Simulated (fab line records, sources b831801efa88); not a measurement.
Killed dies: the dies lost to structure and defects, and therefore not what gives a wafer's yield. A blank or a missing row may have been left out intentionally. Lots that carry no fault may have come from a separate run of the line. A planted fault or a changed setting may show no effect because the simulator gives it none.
Struck lot and sound lot, side by side || flow sky130 || 40 steps out of a route of 708
Sound: the wafers L400.4, L400.5, L400.6. Struck: wafers L392.1, L392.4 (left out: L392.3, a lot-mate that was not struck); the cause follows at the end.
Each step with rows lists, per side, the tool, then ch with its chambers, then its first start. Under that, the readings that differ: sound wafers || struck wafers || difference of the means || sigmas: that difference in standard deviations of wafers without a fault.
alike: words and numbers the same on both sides, and readings whose means are apart by under 2 such deviations; not compared: readings that were withheld, readings missing a value for some wafer, numbers with overlapping values and no deviation given by the record, and bounds like >300 which may hide the same value.
The two part at a step that has a row with sigmas, a row that says differs or no value, or rows on one side only. Non-overlapping numbers with no deviation appear without sigmas and do not part them. A reading missing from all wafers of one side parts the sides only when that side holds two or more wafers.

first, 6 steps without rows for these wafers: SKY_METAL5_HMDS_08 (prime time 60 s); SKY_METAL5_COAT_09 (resist thk 1800 nm); SKY_METAL5_SOFTBAKE_10 (time 60 s); SKY_METAL5_EXPOSE_11 (exposes mask MM5, target cd 1600 nm); SKY_METAL5_PEB_12; SKY_METAL5_DEVELOP_13 (develop time 60 s).
SKY_METAL5_DESCUM_14: chemistry O2, time 11 s.
  sound on rie metal-02 ch 0,1, day 48 08:19; struck on rie metal-04 ch 1, day 46 03:58
  alike: drypump motor current A, he backside leak sccm, oes product au, temp c
  not compared: rf hours counter h
then, 1 step without rows for these wafers: SKY_METAL5_METAL_ETCH_15 (etches the open film in Cl2/BCl3, stops on SiO2, target depth 1260 nm, time 252 s).
SKY_METAL5_STRIP_16: strips in O2/N2.
  sound on plasma asher-04 ch 0,1, day 48 08:37; struck on plasma asher-01 ch 0,1, day 46 04:14
  alike: drypump motor current A, oes product au, strip time to endpoint s
  not compared: rf hours counter h
then, 3 steps without rows for these wafers: SKY_METAL5_STRIP_17 (strips in post etch residue remover, time 1200 s); SKY_METAL5_CLEAN_18 (cleans in IPA, time 180 s); SKY_METAL5_CLEAN_19 (cleans in O3/DIW).
SKY_PASSIVATION_CVD_00: deposits SiO2, target thk 90 nm.
  sound on pecvd-03 ch 0,1,2, day 48 09:11; struck on pecvd-03 ch 1, day 46 04:51
  alike: heater power w
SKY_PASSIVATION_THK_MEAS_01:
  sound on film metro-01 at day 48 09:13; struck on film metro-01 at day 46 04:53
  alike: PASSIVATION_CVD_00_THK
SKY_PASSIVATION_CVD_02: deposits Si3N4, target thk 540 nm.
  sound on pecvd-04 ch 0,1,2, day 48 09:22; struck on pecvd-04 ch 0,2, day 46 04:56
  alike: heater power w
SKY_PASSIVATION_THK_MEAS_03:
  sound on film metro-03 at day 48 09:30; struck on film metro-03 at day 46 05:10
  alike: PASSIVATION_CVD_02_THK
then, 8 steps without rows for these wafers: SKY_PASSIVATION_DEHYDRATE_04 (time 60 s); SKY_PASSIVATION_HMDS_05 (prime time 60 s); SKY_PASSIVATION_COAT_06 (resist thk 3000 nm); SKY_PASSIVATION_SOFTBAKE_07; SKY_PASSIVATION_EXPOSE_08 (exposes mask NSM, target cd 3000 nm); SKY_PASSIVATION_PEB_09; SKY_PASSIVATION_DEVELOP_10 (develop time 60 s); SKY_PASSIVATION_ETCH_11 (etches the open film in CF4/O2, stops on AlCu, target depth 725 nm, time 161.1 s).
SKY_PASSIVATION_STRIP_12: strips in O2/N2.
  sound on plasma asher-03 ch 0,1, day 49 03:02; struck on plasma asher-03 ch 0, day 47 01:40
  alike: drypump motor current A, oes product au, strip time to endpoint s
  not compared: rf hours counter h
then, 8 steps without rows for these wafers: SKY_PAD_OPEN_DEHYDRATE_00 (time 60 s); SKY_PAD_OPEN_HMDS_01 (prime time 60 s); SKY_PAD_OPEN_COAT_02 (resist thk 3000 nm); SKY_PAD_OPEN_SOFTBAKE_03; SKY_PAD_OPEN_EXPOSE_04 (exposes mask PDM, target cd 60000 nm); SKY_PAD_OPEN_PEB_05; SKY_PAD_OPEN_DEVELOP_06 (develop time 60 s); SKY_PAD_OPEN_ETCH_07 (etches the open film in CF4/O2, stops on AlCu, target depth 725 nm, time 161.1 s).
SKY_PAD_OPEN_STRIP_08: strips in O2/N2.
  sound on plasma asher-02 ch 0,1, day 49 19:12; struck on plasma asher-02 ch 1, day 47 21:58
  alike: drypump motor current A, oes product au
  not compared: rf hours counter h
then, 4 steps without rows for these wafers: SKY_PAD_OPEN_STRIP_09 (strips in post etch residue remover, time 1200 s); SKY_PAD_OPEN_CLEAN_10 (cleans in IPA, time 180 s); SKY_PAD_OPEN_CLEAN_11 (cleans in O3/DIW); SKY_PAD_OPEN_ANNEAL_12.
SKY_PAD_OPEN_BOW_MEAS_13:
  sound on film metro-03 at day 49 21:25; struck on film metro-01 at day 48 00:03
  alike: PAD_OPEN_BOW
SKY_PAD_OPEN_PROBE_99:
  sound on prober-02 at day 49 21:38; struck on prober-02 at day 48 00:10
{"reading": "defect limited yield (%)", "sound": "84.3 79.5 82.7", "struck": "71.3 73.2", "difference": -9.9, "sigmas": -5}
{"reading": "killed at other", "sound": "0 0 0", "struck": "63 56", "difference": "+60", "sigmas": "+86"}
{"reading": "killed dies", "sound": "77 101 85", "struck": "141 132", "difference": "+49", "sigmas": "+5"}
{"reading": "sort_bin_3_pad_short (%)", "sound": "0.4 1.0 0", "struck": "3.5 4.7", "difference": "+3.6", "sigmas": "+8"}
{"reading": "sort_bin_5_function (%)", "sound": "8.1 14.2 10.6", "struck": "17.7 13.8", "difference": "+4.8", "sigmas": "+3"}
{"reading": "sort n pass", "sound": "415 391 407", "struck": "351 360", "difference": -49, "sigmas": -5}
{"reading": "sort yield pct (%)", "sound": "84.3 79.5 82.7", "struck": "71.3 73.2", "difference": -9.9, "sigmas": -5}
{"reading": "model.etest.tester.sort n pass", "sound": "415 391 407", "struck": "351 360", "difference": -49, "sigmas": ""}
{"reading": "model.etest.tester.sort yield pct (%)", "sound": "84.35 79.47 82.72", "struck": "71.34 73.17", "difference": -9.92, "sigmas": ""}
{"reading": "model.etest.tester.sort_bin_3_pct (%)", "sound": "0.4065 1.016 0", "struck": "3.455 4.675", "difference": "+3.591", "sigmas": ""}
  alike: killed_at_M0_to_M3, killed_at_M4_up, killed at contacts, killed at front end, killed open, killed short, sort_bin_6_memory
  not compared: model.etest.tester.sort_bin_5_pct

WHERE THEY PART
At SKY_PAD_OPEN_PROBE_99 and nowhere else, as far as this record goes.

WHY: what the simulator had put in
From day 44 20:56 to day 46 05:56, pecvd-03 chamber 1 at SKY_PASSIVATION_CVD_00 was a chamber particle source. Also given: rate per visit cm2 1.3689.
